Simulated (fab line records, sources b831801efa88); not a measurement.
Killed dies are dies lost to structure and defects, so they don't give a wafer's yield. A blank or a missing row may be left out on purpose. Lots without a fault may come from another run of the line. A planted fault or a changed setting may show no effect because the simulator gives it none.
Split-lot experiment | flow gf180mcu | 5 lots, 23 wafers read, on a route of 602 steps

THE SPLIT
At GF_V5_CMP_04 (polishes SiO2), the setting leave_above_ref_nm was moved away from the recipe's 855 nm on 10 of the 23 wafers read, by +3.5% to +6.0%. The other wafers ran this setting at the recipe's value.

FROM THE SPLIT TO THE READING: what the file shows between them, 1 step
- GF_V5_ETCH_16: etches BARC in N2/H2 (also split here: bias_w)

THE READING
oes_product_au, in a.u., at GF_V5_ETCH_17 (etches SiO2 in C4F8/O2/Ar, stops on TiN, target depth 855 nm). Fault-free wafers of this fab line usually give 0.861 a.u., standard deviation 0.0042 a.u..

wafer  | tool, chamber at the split | leave_above_ref_nm as run, nm | against the recipe | oes_product_au, a.u. | against lot-mates on the recipe
L074.1 | cmp-02, 3,1                | 855                           | recipe             | 0.864                | -
L074.2 | cmp-02, 1,2,0              | 888.4                         | +3.9%              | 0.882                | +0.020
L074.3 | cmp-02, 1,2,0              | 888.4                         | +3.9%              | 0.879                | +0.017
L074.4 | cmp-02, 1,2,0              | 888.4                         | +3.9%              | 0.877                | +0.015
L074.5 | cmp-02, 3,1                | 855                           | recipe             | 0.860                | -
L077.1 | cmp-02, 0,2,3              | 855                           | recipe             | 0.864                | -
L077.2 | cmp-02, 0,2,3              | 855                           | recipe             | 0.864                | -
L077.4 | cmp-02, 0,2,3              | 855                           | recipe             | 0.866                | -
L077.5 | cmp-02, 0,1                | 906.4                         | +6.0%              | 0.887                | +0.022
L077.6 | cmp-02, 0,1                | 906.4                         | +6.0%              | 0.892                | +0.027
L081.1 | cmp-01, 2,0,1              | 894                           | +4.6%              | 0.877                | +0.016
L081.2 | cmp-01, 0,1                | 855                           | recipe             | 0.864                | -
L081.3 | cmp-01, 0,1                | 855                           | recipe             | 0.858                | -
L081.5 | cmp-01, 2,0,1              | 894                           | +4.6%              | 0.882                | +0.021
L081.6 | cmp-01, 2,0,1              | 894                           | +4.6%              | 0.885                | +0.024
L082.2 | cmp-02, 3,0,0              | 855                           | recipe             | 0.857                | -
L082.3 | cmp-02, 3,0,0              | 855                           | recipe             | 0.867                | -
L082.5 | cmp-02, 3,0,0              | 855                           | recipe             | 0.864                | -
L084.1 | cmp-01, 1,2,0              | 855                           | recipe             | 0.858                | -
L084.2 | cmp-01, 1,2,0              | 855                           | recipe             | 0.863                | -
L084.3 | cmp-01, 1,2,0              | 855                           | recipe             | 0.865                | -
L084.4 | cmp-01, 3,1                | 884.9                         | +3.5%              | 0.882                | +0.020
L084.5 | cmp-01, 3,1                | 884.9                         | +3.5%              | 0.878                | +0.016
Where a row lists several chambers, the file gives one row for several wafers and doesn't say which wafer went through which chamber.

THE FIT
A straight line over all 23 wafers: oes_product_au changes by +0.00437 a.u. for each +1% of leave_above_ref_nm; r = +0.96; the points scatter about the line by 0.0031 a.u..
The same after taking each lot's own level away (the mean of its wafers on the recipe; 23 wafers): +0.00438 a.u. for each +1%; r = +0.96; scatter 0.003 a.u..
On that fit, the largest move of leave_above_ref_nm shifts the reading by 0.026 a.u..
The lots' own levels span 0.8610 to 0.8647 a.u., that is 0.9 times the standard deviation above.
So the lot-to-lot level changes the slope little: the two slopes agree.
Check: with one of the wafers moved furthest among these (+6.0%) left out of the fit, the line predicts +0.0275 a.u. for it against its lot-mates. It came out at +0.0223 a.u. against them.

OTHER SPLITS ON THESE WAFERS
These wafers also went through other splits before the reading. Each is held against what the fit with the lots' levels taken away leaves over:
other split on the same wafers       | wafers away from the commonest value | r with oes_product_au (lot level and that fit taken away)
GF_M4_SPUTTER_02 power_w             | 7                                    | +0.17
GF_M4_SOFTBAKE_10 temp_c             | 11                                   | -0.27
GF_V4_CVD_00 sih4_flow_sccm          | 5                                    | -0.32
GF_V4_COAT_09 resist_thk_nm          | 11                                   | -0.17
GF_V4_SPUTTER_21 chamber_pressure_pa | 15                                   | -0.03
GF_MIM_COAT_14 spin_rpm              | 7                                    | +0.16
GF_MIM_METAL_ETCH_19 icp_w           | 6                                    | +0.27
GF_V5_ETCH_16 bias_w                 | 7                                    | -0.08

THE FILE'S OWN FIT
oes_product_au changes by +0.00442 a.u. for each +1% of leave_above_ref_nm, r = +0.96.
